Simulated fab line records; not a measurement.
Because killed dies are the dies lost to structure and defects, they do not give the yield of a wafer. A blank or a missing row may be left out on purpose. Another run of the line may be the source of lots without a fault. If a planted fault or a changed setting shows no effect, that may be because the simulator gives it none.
fab line records	flow sky130
record lots=24	wafers=72	last_day=50
route steps=708 shown FIELD_ISO@14 NWELL@81 METAL2@488 VIA2@528 VIA3@588
lots untouched by any fault: they come from a run of this same line in which no faults occurred
start_h: hours from the record's opening day to when the first of the lot's shown wafers began	wait_h: time in hours since the lot's previous step	" unchanged from the row above	L1.1+2: several wafers, shown together as one row	- value missing, or start not given	* or withheld: withheld	< > ~ a bound
route shown NAME@n: names a module that has steps shown in the file, with the first one's number in the route	usual: the fault-free wafers' mean and standard deviation	same: alike in all rows	chamber/n: place in a boat	sites: the reading at each site	_std_site: standard deviation across them	_edge_site: outer sites' mean less inner sites'	radius_mm: how far each site lies from the wafer's centre	mask NAME#n: copy n	behind: the tool/chamber that last shaped the wafer	hold: reason for holding the lot/hours on hold/outcome of the hold	device: whichever transistor did not switch (one of n, p or np)	end of line: tests of these same wafers at the route's end	step lacking rows: just its recipe	killed: dies lost to structure and defects at the first sort, not the wafer's yield	map: dies across one wafer; x = killed, . = not, _ = none there
set.NAME: the setting the step ran with; set.NAME@STEP: the setting that earlier step ran with	model.NAME: the simulator's own value behind a step, which no gauge read
route steps across a sampled set of lots; one table per step, one row per wafer
services: a tool's chamber out of use, with start hour (start_h, from the record's first day; less than 0 if before it), hours out, and reason
## steps
# step SKY_FIELD_ISO_CD_MEAS_13
# recipe target_cd_nm=150
# usual cd_nm=149.4/1.4
lot.wafer	tool	chamber	start_h	wait_h	cd_nm
L074.2	cd_sem-01	-	28.15	-	148.1
L074.3	"	-	"	"	147.7
L074.4	"	-	"	"	148.0
L075.1	cd_sem-01	-	35.03	-	148.9
L075.5	"	-	"	"	149.1
L075.6	"	-	"	"	148.9
L076.2	cd_sem-01	-	41.00	-	150.2
L076.3	"	-	"	"	150.1
L076.5	"	-	"	"	150.7
L077.1	cd_sem-02	-	44.96	-	149.9
L077.4	"	-	"	"	148.0
L077.5	"	-	"	"	149.4
L078.1	cd_sem-02	-	50.56	-	147.8
L078.4	"	-	"	"	148.6
L078.6	"	-	"	"	148.9
L079.1	cd_sem-01	-	54.58	-	151.1
L079.3	"	-	"	"	149.5
L079.5	"	-	"	"	149.7
L080.3	cd_sem-02	-	60.90	-	147.3
L080.5	"	-	"	"	148.9
L080.6	"	-	"	"	148.7
L081.1	cd_sem-02	-	68.66	-	151.1
L081.3	"	-	"	"	148.9
L081.4	"	-	"	"	148.9
L082.2	cd_sem-01	-	71.85	-	150.3
L082.5	"	-	"	"	149.1
L082.6	"	-	"	"	150.1
L083.3	cd_sem-01	-	75.97	-	149.0
L083.4	"	-	"	"	149.4
L083.6	"	-	"	"	148.0
L084.3	cd_sem-01	-	81.52	-	149.7
L084.5	"	-	"	"	150.2
L084.6	"	-	"	"	150.8
L085.3	cd_sem-01	-	86.70	-	149.2
L085.5	"	-	"	"	148.4
L085.6	"	-	"	"	150.0
L086.1	cd_sem-02	-	91.46	-	149.7
L086.2	"	-	"	"	151.0
L086.5	"	-	"	"	151.7
L087.1	cd_sem-02	-	98.06	-	148.8
L087.2	"	-	"	"	148.4
L087.4	"	-	"	"	148.6
L088.2	cd_sem-01	-	100.65	-	148.7
L088.3	"	-	"	"	147.8
L088.6	"	-	"	"	149.4
L089.4	cd_sem-02	-	107.37	-	149.6
L089.5	"	-	"	"	149.0
L089.6	"	-	"	"	148.8
L090.1	cd_sem-02	-	112.71	-	148.6
L090.2	"	-	"	"	150.8
L090.5	"	-	"	"	150.9
L091.3	cd_sem-02	-	118.40	-	148.7
L091.4	"	-	"	"	150.1
L091.6	"	-	"	"	150.0
L092.2	cd_sem-01	-	121.23	-	151.2
L092.3	"	-	"	"	151.8
L092.4	"	-	"	"	151.7
L093.1	cd_sem-01	-	128.21	-	147.2
L093.2	"	-	"	"	147.5
L093.6	"	-	"	"	149.6
L095.2	cd_sem-02	-	136.68	-	151.7
L095.4	"	-	"	"	151.7
L095.5	"	-	"	"	151.1
L094.1	cd_sem-02	-	137.93	-	148.1
L094.5	"	-	"	"	147.2
L094.6	"	-	"	"	148.3
L096.3	cd_sem-01	-	144.32	-	146.4
L096.4	"	-	"	"	148.5
L096.6	"	-	"	"	147.6
L097.2	cd_sem-01	-	149.70	-	151.6
L097.4	"	-	"	"	150.9
L097.5	"	-	"	"	151.6
# step SKY_NWELL_RTA_28
# recipe temp_c=1050	time_s=30	idle_temp_c=650	ramp_up_c_per_s=150	ramp_down_c_per_s=90	ambient=N2
# usual lamp_power_pct=25.31/0.052	ramp_up_c_per_s=150.00/0.028	wafer_temp_C_max=1054.8/0.82
lot.wafer	tool	chamber	start_h	wait_h	lamp_power_pct	ramp_up_c_per_s	wafer_temp_C_max
L074.2	rtp_anneal-01	0	104.79	0.0	25.32	150.01	1054.7
L074.3	"	0	"	"	25.43	150.01	1053.9
L074.4	"	0	"	"	25.29	150.02	1053.5
L075.1	rtp_anneal-02	0	110.83	0.0	25.29	150.03	1055.8
L075.5	"	0	"	"	25.20	149.98	1055.5
L075.6	"	0	"	"	25.29	149.96	1055.1
L076.2	rtp_anneal-01	0	123.52	0.0	25.34	149.97	1054.3
L076.3	"	0	"	"	25.30	150.02	1055.2
L076.5	"	0	"	"	25.40	149.98	1055.0
L077.1	rtp_anneal-02	0	125.73	0.0	25.28	150.02	1055.6
L077.4	"	0	"	"	25.28	150.02	1054.3
L077.5	"	0	"	"	25.32	150.03	1056.1
L078.1	rtp_anneal-01	0	129.94	0.0	25.31	150.02	1054.7
L078.4	"	0	"	"	25.21	150.04	1053.5
L078.6	"	0	"	"	25.33	149.99	1054.1
L079.1	rtp_anneal-02	0	135.63	0.0	25.23	150.04	1055.6
L079.3	"	0	"	"	25.29	149.97	1055.1
L079.5	"	0	"	"	25.31	150.02	1054.5
L080.3	rtp_anneal-02	0	141.24	0.0	25.23	149.98	1054.4
L080.5	"	0	"	"	25.28	149.98	1055.0
L080.6	"	0	"	"	25.29	149.96	1054.7
L081.1	rtp_anneal-02	0	146.81	0.0	25.33	150.00	1055.1
L081.3	"	0	"	"	25.28	149.99	1054.1
L081.4	"	0	"	"	25.34	150.01	1054.4
L082.2	rtp_anneal-02	0	153.59	0.0	25.33	150.00	1054.6
L082.5	"	0	"	"	25.33	149.98	1054.2
L082.6	"	0	"	"	25.35	150.02	1054.7
L083.3	rtp_anneal-01	0	159.16	0.0	25.29	149.99	1055.2
L083.4	"	0	"	"	25.21	150.01	1054.1
L083.6	"	0	"	"	25.38	149.98	1054.5
L084.3	rtp_anneal-02	0	165.39	0.0	25.27	150.00	1053.7
L084.5	"	0	"	"	25.28	150.00	1054.4
L084.6	"	0	"	"	25.25	150.02	1054.8
L085.3	rtp_anneal-01	0	168.37	0.0	25.24	149.97	1054.8
L085.5	"	0	"	"	25.34	150.00	1053.2
L085.6	"	0	"	"	25.32	150.00	1054.4
L086.1	rtp_anneal-01	0	174.47	0.0	25.22	149.97	1055.7
L086.2	"	0	"	"	25.37	150.00	1055.0
L086.5	"	0	"	"	25.36	149.95	1056.4
L087.1	rtp_anneal-02	0	184.33	0.0	25.28	150.00	1054.2
L087.2	"	0	"	"	25.24	150.02	1053.1
L087.4	"	0	"	"	25.28	149.97	1054.9
L088.2	rtp_anneal-01	0	192.64	0.0	25.27	149.99	1054.2
L088.3	"	0	"	"	25.34	149.99	1054.3
L088.6	"	0	"	"	25.25	149.97	1055.6
L089.4	rtp_anneal-01	0	206.71	0.1	25.38	150.00	1055.4
L089.5	"	0	"	"	25.33	150.00	1056.9
L089.6	"	0	"	"	25.36	150.04	1055.4
L091.3	rtp_anneal-02	0	209.14	0.0	25.32	150.01	1054.1
L091.4	"	0	"	"	25.23	150.01	1054.6
L091.6	"	0	"	"	25.35	150.01	1054.4
L090.1	rtp_anneal-01	0	210.73	0.0	25.27	150.02	1055.1
L090.2	"	0	"	"	25.35	150.02	1056.7
L090.5	"	0	"	"	25.28	150.03	1054.7
L092.2	rtp_anneal-02	0	216.42	0.0	25.31	149.93	1055.8
L092.3	"	0	"	"	25.38	149.94	1055.4
L092.4	"	0	"	"	25.33	149.97	1054.8
L093.1	rtp_anneal-02	0	220.96	0.0	25.25	149.99	1055.0
L093.2	"	0	"	"	25.24	149.99	1055.3
L093.6	"	0	"	"	25.33	150.02	1056.0
L095.2	rtp_anneal-01	0	227.65	0.0	25.38	149.98	1055.6
L095.4	"	0	"	"	25.25	150.08	1054.0
L095.5	"	0	"	"	25.27	149.97	1054.5
L094.1	rtp_anneal-02	0	228.72	0.0	25.30	150.03	1054.8
L094.5	"	0	"	"	25.37	149.99	1054.8
L094.6	"	0	"	"	25.37	150.01	1054.5
L096.3	rtp_anneal-02	0	235.25	0.0	25.39	150.02	1054.4
L096.4	"	0	"	"	25.20	150.00	1054.6
L096.6	"	0	"	"	25.37	149.98	1053.8
L097.2	rtp_anneal-02	0	243.89	0.0	25.34	149.99	1053.9
L097.4	"	0	"	"	25.23	149.93	1054.4
L097.5	"	0	"	"	25.35	149.98	1054.7
# step SKY_METAL2_RS_MEAS_05
# recipe thk_meas_gauge=four-point-probe	reads=TiN_of_METAL2_SPUTTER_04+Ti_of_METAL2_SPUTTER_03+AlCu_of_METAL2_SPUTTER_02+TiN_of_METAL2_SPUTTER_01+Ti_of_METAL2_SPUTTER_00
# usual METAL2_ALCU_RS=0.1273/0.0018
lot.wafer	tool	chamber	start_h	wait_h	METAL2_ALCU_RS[ohm/sq]
L074.2	film_metro-02	-	789.39	0.0	0.1286
L074.3	"	-	"	"	0.1297
L074.4	"	-	"	"	0.1271
L075.1	film_metro-02	-	809.29	0.0	0.1266
L075.5	"	-	"	"	0.1294
L075.6	"	-	"	"	0.1279
L076.2	film_metro-01	-	819.88	0.0	0.1276
L076.3	"	-	"	"	0.1290
L076.5	"	-	"	"	0.1289
L077.1	film_metro-02	-	824.69	0.0	0.1294
L077.4	"	-	"	"	0.1301
L077.5	"	-	"	"	0.1289
L078.1	film_metro-04	-	829.03	0.0	0.1271
L078.4	"	-	"	"	0.1246
L078.6	"	-	"	"	0.1233
L079.1	film_metro-02	-	837.11	0.0	0.1286
L079.3	"	-	"	"	0.1295
L079.5	"	-	"	"	0.1288
L080.3	film_metro-04	-	842.58	0.1	0.1237
L080.5	"	-	"	"	0.1239
L080.6	"	-	"	"	0.1290
L081.1	film_metro-01	-	854.39	0.0	0.1265
L081.3	"	-	"	"	0.1262
L081.4	"	-	"	"	0.1263
L082.2	film_metro-04	-	865.32	0.0	0.1261
L082.5	"	-	"	"	0.1278
L082.6	"	-	"	"	0.1268
L083.3	film_metro-02	-	871.73	0.1	0.1274
L083.4	"	-	"	"	0.1254
L083.6	"	-	"	"	0.1287
L085.3	film_metro-02	-	878.32	0.1	0.1263
L085.5	"	-	"	"	0.1253
L085.6	"	-	"	"	0.1260
L084.3	film_metro-02	-	881.10	0.1	0.1277
L084.5	"	-	"	"	0.1272
L084.6	"	-	"	"	0.1274
L086.1	film_metro-01	-	890.08	0.0	0.1290
L086.2	"	-	"	"	0.1279
L086.5	"	-	"	"	0.1284
L087.1	film_metro-02	-	895.52	0.0	0.1260
L087.2	"	-	"	"	0.1270
L087.4	"	-	"	"	0.1277
L088.2	film_metro-01	-	906.63	0.0	0.1265
L088.3	"	-	"	"	0.1274
L088.6	"	-	"	"	0.1270
L089.4	film_metro-04	-	920.27	0.1	0.1282
L089.5	"	-	"	"	0.1292
L089.6	"	-	"	"	0.1252
L091.3	film_metro-02	-	922.67	0.1	0.1273
L091.4	"	-	"	"	0.1264
L091.6	"	-	"	"	0.1254
L090.1	film_metro-04	-	928.16	0.0	0.1278
L090.2	"	-	"	"	0.1283
L090.5	"	-	"	"	0.1279
L092.2	film_metro-01	-	929.90	0.0	0.1267
L092.3	"	-	"	"	0.1274
L092.4	"	-	"	"	0.1286
L093.1	film_metro-01	-	941.48	0.0	0.1276
L093.2	"	-	"	"	0.1285
L093.6	"	-	"	"	0.1307
L095.2	film_metro-02	-	942.81	0.0	0.1258
L095.4	"	-	"	"	0.1283
L095.5	"	-	"	"	0.1277
L094.1	film_metro-04	-	943.22	0.0	0.1268
L094.5	"	-	"	"	0.1280
L094.6	"	-	"	"	0.1312
L096.3	film_metro-01	-	946.86	0.1	0.1230
L096.4	"	-	"	"	0.1256
L096.6	"	-	"	"	0.1275
L097.2	film_metro-01	-	963.79	0.0	0.1272
L097.4	"	-	"	"	0.1245
L097.5	"	-	"	"	0.1248
# step SKY_VIA2_CVD_21
# recipe material=W	target_thk_nm=420	time_s=126.4	temp_c=400	pressure_torr=40
# usual heater_power_w=803/37
lot.wafer	tool	chamber	start_h	wait_h	heater_power_w
L074.2	cvd_w-02	1	844.33	0.0	790
L074.3	"	0	"	"	755
L074.4	"	1	"	"	781
L075.1	cvd_w-01	1	863.29	0.0	891
L075.5	"	1	"	"	904
L075.6	"	0	"	"	826
L076.2	cvd_w-01	1	875.33	0.0	891
L076.3	"	0	"	"	821
L076.5	"	1	"	"	910
L077.1	cvd_w-02	1	878.49	0.0	772
L077.4	"	1	"	"	788
L077.5	"	0	"	"	755
L078.1	cvd_w-01	0	882.97	0.0	813
L078.4	"	1	"	"	907
L078.6	"	1	"	"	905
L079.1	cvd_w-01	0	890.88	0.0	808
L079.3	"	1	"	"	892
L079.5	"	0	"	"	819
L080.3	cvd_w-01	0	895.63	0.1	791
L080.5	"	0	"	"	814
L080.6	"	1	"	"	879
L081.1	cvd_w-02	1	908.52	0.0	782
L081.3	"	0	"	"	765
L081.4	"	1	"	"	779
L082.2	cvd_w-01	0	918.96	0.0	789
L082.5	"	0	"	"	798
L082.6	"	1	"	"	807
L083.3	cvd_w-02	0	925.13	0.1	752
L083.4	"	1	"	"	786
L083.6	"	0	"	"	760
L085.3	cvd_w-02	0	931.56	0.1	783
L085.5	"	0	"	"	786
L085.6	"	1	"	"	799
L084.3	cvd_w-01	0	933.15	0.1	796
L084.5	"	1	"	"	804
L084.6	"	0	"	"	808
L086.1	cvd_w-02	0	942.41	0.0	780
L086.2	"	1	"	"	770
L086.5	"	1	"	"	786
L087.1	cvd_w-02	0	947.42	0.0	747
L087.2	"	1	"	"	799
L087.4	"	0	"	"	785
L088.2	cvd_w-01	0	957.71	0.0	793
L088.3	"	1	"	"	783
L088.6	"	1	"	"	804
L089.4	cvd_w-01	1	970.90	0.1	801
L089.5	"	1	"	"	803
L089.6	"	0	"	"	806
L091.3	cvd_w-01	1	973.32	0.1	803
L091.4	"	0	"	"	787
L091.6	"	0	"	"	815
L090.1	cvd_w-01	1	979.33	0.0	795
L090.2	"	0	"	"	807
L090.5	"	1	"	"	794
L092.2	cvd_w-02	0	979.91	0.0	770
L092.3	"	0	"	"	750
L092.4	"	1	"	"	772
L093.1	cvd_w-02	1	991.27	0.0	793
L093.2	"	0	"	"	759
L093.6	"	1	"	"	800
L095.2	cvd_w-01	1	992.19	0.0	814
L095.4	"	1	"	"	808
L095.5	"	1	"	"	794
L094.1	cvd_w-02	1	993.49	0.0	779
L094.5	"	1	"	"	796
L094.6	"	0	"	"	762
L096.3	cvd_w-01	1	996.53	0.1	790
L096.4	"	0	"	"	791
L096.6	"	1	"	"	808
L097.2	cvd_w-02	1	1012.95	0.0	796
L097.4	"	0	"	"	781
L097.5	"	1	"	"	783
# step SKY_VIA3_ETCH_15
# recipe target=SiO2	chemistry=C4F8/O2/Ar	target_depth_nm=507	stop_on=TiN	mask_material=KrF-thick	source_w=1500	bias_w=1200	pressure_mtorr=40	c4f8_flow_sccm=withheld	O2_flow_sccm=6	Ar_flow_sccm=300	time_s=78
# usual oes_product_au=0.946/0.005
lot.wafer	tool	chamber	start_h	wait_h	oes_product_au	rf_hours_counter_h
L074.2	rie_diel-04	0	923.88	0.0	0.945	15.0
L074.3	"	1	"	"	0.950	16.6
L074.4	"	2	"	"	0.943	14.8
L075.1	rie_diel-02	1	942.03	0.0	0.949	14.4
L075.5	"	2	"	"	0.948	-
L075.6	"	3	"	"	0.942	-
L076.2	rie_diel-02	2	951.96	0.0	0.947	16.3
L076.3	"	3	"	"	0.936	13.6
L076.5	"	0	"	"	0.942	-
L077.1	rie_diel-04	3	956.03	0.0	0.942	17.2
L077.4	"	2	"	"	0.949	15.8
L077.5	"	0	"	"	0.939	-
L078.1	rie_diel-04	3	960.46	0.0	0.943	17.3
L078.4	"	1	"	"	0.953	17.6
L078.6	"	1	"	"	0.943	-
L079.1	rie_diel-01	2	968.28	0.0	0.947	11.9
L079.3	"	3	"	"	0.944	18.0
L079.5	"	0	"	"	0.945	-
L080.3	rie_diel-01	0	972.16	0.0	0.947	13.1
L080.5	"	2	"	"	0.940	-
L080.6	"	1	"	"	0.939	-
L081.1	rie_diel-02	1	983.71	0.0	0.952	15.7
L081.3	"	2	"	"	0.940	17.3
L081.4	"	3	"	"	0.939	14.6
L082.2	rie_diel-02	0	995.18	0.0	0.951	19.3
L082.5	"	3	"	"	0.957	-
L082.6	"	0	"	"	0.941	-
L083.3	rie_diel-04	2	1000.66	0.0	0.940	16.5
L083.4	"	1	"	"	0.952	18.4
L083.6	"	3	"	"	0.947	-
L085.3	rie_diel-02	2	1006.66	0.0	0.946	18.5
L085.5	"	1	"	"	0.956	-
L085.6	"	3	"	"	0.947	-
L084.3	rie_diel-02	3	1007.63	0.0	0.949	15.8
L084.5	"	3	"	"	0.950	-
L084.6	"	1	"	"	0.948	-
L086.1	rie_diel-04	0	1017.18	0.0	0.943	17.0
L086.2	"	3	"	"	0.944	18.3
L086.5	"	3	"	"	0.948	-
L087.1	rie_diel-01	2	1021.28	0.0	0.939	14.6
L087.2	"	1	"	"	0.947	9.1
L087.4	"	1	"	"	0.951	-
L088.2	rie_diel-02	1	1031.51	0.0	0.945	18.0
L088.3	"	2	"	"	0.940	19.7
L088.6	"	2	"	"	0.948	-
L089.4	rie_diel-04	0	1042.86	0.0	0.951	-
L089.5	"	1	"	"	0.942	-
L089.6	"	3	"	"	0.951	-
L091.3	rie_diel-04	0	1046.38	0.0	0.942	18.6
L091.4	"	1	"	"	0.945	19.4
L091.6	"	3	"	"	0.946	-
L090.1	rie_diel-04	0	1051.43	0.0	0.947	18.7
L090.2	"	1	"	"	0.944	19.6
L090.5	"	2	"	"	0.951	-
L092.2	rie_diel-04	1	1052.26	0.0	0.940	19.7
L092.3	"	2	"	"	0.954	17.1
L092.4	"	3	"	"	0.947	20.1
L093.1	rie_diel-02	0	1062.31	0.0	0.950	21.8
L093.2	"	1	"	"	0.939	19.2
L093.6	"	2	"	"	0.947	-
L095.2	rie_diel-01	0	1063.53	0.0	0.954	17.5
L095.4	"	0	"	"	0.944	-
L095.5	"	1	"	"	0.945	-
L094.1	rie_diel-02	3	1064.58	0.0	0.946	18.3
L094.5	"	3	"	"	0.949	-
L094.6	"	2	"	"	0.940	-
L096.3	rie_diel-02	0	1066.43	0.0	0.943	22.0
L096.4	"	1	"	"	0.944	19.4
L096.6	"	2	"	"	0.940	-
L097.2	rie_diel-01	1	1083.28	0.0	0.939	11.3
L097.4	"	2	"	"	0.946	16.7
L097.5	"	3	"	"	0.947	-
# step SKY_VIA3_SPUTTER_20
# recipe material=TiN	target_thk_nm=20	chamber_pressure_pa=5	power_w=4000	time_s=80
# usual throttle_valve_pct=30.0/1.2
lot.wafer	tool	chamber	start_h	wait_h	throttle_valve_pct
L074.2	pvd_sputter-02	-	924.53	0.0	29.5
L074.3	"	-	"	"	29.7
L074.4	"	-	"	"	31.4
L075.1	pvd_sputter-02	-	942.70	0.0	29.8
L075.5	"	-	"	"	27.9
L075.6	"	-	"	"	29.6
L076.2	pvd_sputter-02	-	952.61	0.0	28.2
L076.3	"	-	"	"	29.3
L076.5	"	-	"	"	30.9
L077.1	pvd_sputter-04	-	956.68	0.0	31.2
L077.4	"	-	"	"	28.2
L077.5	"	-	"	"	30.9
L078.1	pvd_sputter-02	-	961.12	0.0	29.8
L078.4	"	-	"	"	29.9
L078.6	"	-	"	"	29.9
L079.1	pvd_sputter-02	-	968.94	0.0	31.2
L079.3	"	-	"	"	29.4
L079.5	"	-	"	"	28.1
L080.3	pvd_sputter-03	-	972.86	0.0	29.6
L080.5	"	-	"	"	32.2
L080.6	"	-	"	"	30.3
L081.1	pvd_sputter-02	-	984.36	0.0	29.5
L081.3	"	-	"	"	28.4
L081.4	"	-	"	"	29.6
L082.2	pvd_sputter-03	-	995.83	0.0	29.3
L082.5	"	-	"	"	29.4
L082.6	"	-	"	"	30.4
L083.3	pvd_sputter-04	-	1001.32	0.0	27.8
L083.4	"	-	"	"	28.3
L083.6	"	-	"	"	27.9
L085.3	pvd_sputter-02	-	1007.31	0.0	31.2
L085.5	"	-	"	"	31.4
L085.6	"	-	"	"	29.9
L084.3	pvd_sputter-03	-	1008.29	0.0	29.1
L084.5	"	-	"	"	32.2
L084.6	"	-	"	"	30.5
L086.1	pvd_sputter-04	-	1017.89	0.0	30.7
L086.2	"	-	"	"	28.2
L086.5	"	-	"	"	31.7
L087.1	pvd_sputter-02	-	1021.93	0.0	31.1
L087.2	"	-	"	"	28.0
L087.4	"	-	"	"	29.9
L088.2	pvd_sputter-04	-	1032.16	0.0	31.9
L088.3	"	-	"	"	28.1
L088.6	"	-	"	"	31.8
L089.4	pvd_sputter-03	-	1043.52	0.0	30.4
L089.5	"	-	"	"	29.2
L089.6	"	-	"	"	30.1
L091.3	pvd_sputter-03	-	1047.06	0.0	30.2
L091.4	"	-	"	"	30.5
L091.6	"	-	"	"	30.3
L090.1	pvd_sputter-03	-	1052.08	0.0	30.3
L090.2	"	-	"	"	30.6
L090.5	"	-	"	"	29.5
L092.2	pvd_sputter-03	-	1052.91	0.0	30.2
L092.3	"	-	"	"	29.6
L092.4	"	-	"	"	30.2
L093.1	pvd_sputter-04	-	1062.96	0.0	28.2
L093.2	"	-	"	"	28.2
L093.6	"	-	"	"	31.6
L095.2	pvd_sputter-04	-	1064.18	0.0	31.5
L095.4	"	-	"	"	28.2
L095.5	"	-	"	"	28.1
L094.1	pvd_sputter-02	-	1065.23	0.0	30.9
L094.5	"	-	"	"	29.5
L094.6	"	-	"	"	28.2
L096.3	pvd_sputter-03	-	1067.08	0.0	30.1
L096.4	"	-	"	"	32.1
L096.6	"	-	"	"	30.4
L097.2	pvd_sputter-04	-	1083.93	0.0	31.9
L097.4	"	-	"	"	28.0
L097.5	"	-	"	"	28.1
## services
tool	chamber	start_h	hours	kind
rie_diel-02	-	103.53	14.6	pm
cvd_w-01	-	144.36	1.4	repair
cvd_w-01	0	296.50	8.4	repair
cvd_w-02	-	312.38	0.7	repair
cvd_w-01	0	351.80	1.5	repair
cvd_w-02	-	390.00	14.0	pm
cvd_w-02	-	393.07	0.4	repair
cvd_w-01	-	429.94	6.9	pm
rtp_anneal-02	-	497.64	3.9	pm
cvd_w-01	-	507.55	0.9	repair
cvd_w-02	0	519.35	10.4	repair
cvd_w-01	-	551.55	0.5	repair
cvd_w-02	-	569.86	6.0	pm
cvd_w-02	-	654.40	28.1	pm
cvd_w-01	-	726.66	2.8	pm
cvd_w-01	-	757.41	1.9	repair
cvd_w-02	0	757.96	16.1	repair
cvd_w-02	0	826.76	10.5	repair
cvd_w-02	-	855.22	0.8	repair
cvd_w-01	-	904.00	14.0	pm
cvd_w-02	-	938.36	1.0	repair
cvd_w-01	-	946.31	0.5	repair
cvd_w-01	-	948.87	4.1	repair
cvd_w-01	1	1006.50	4.3	repair
## key
fault none
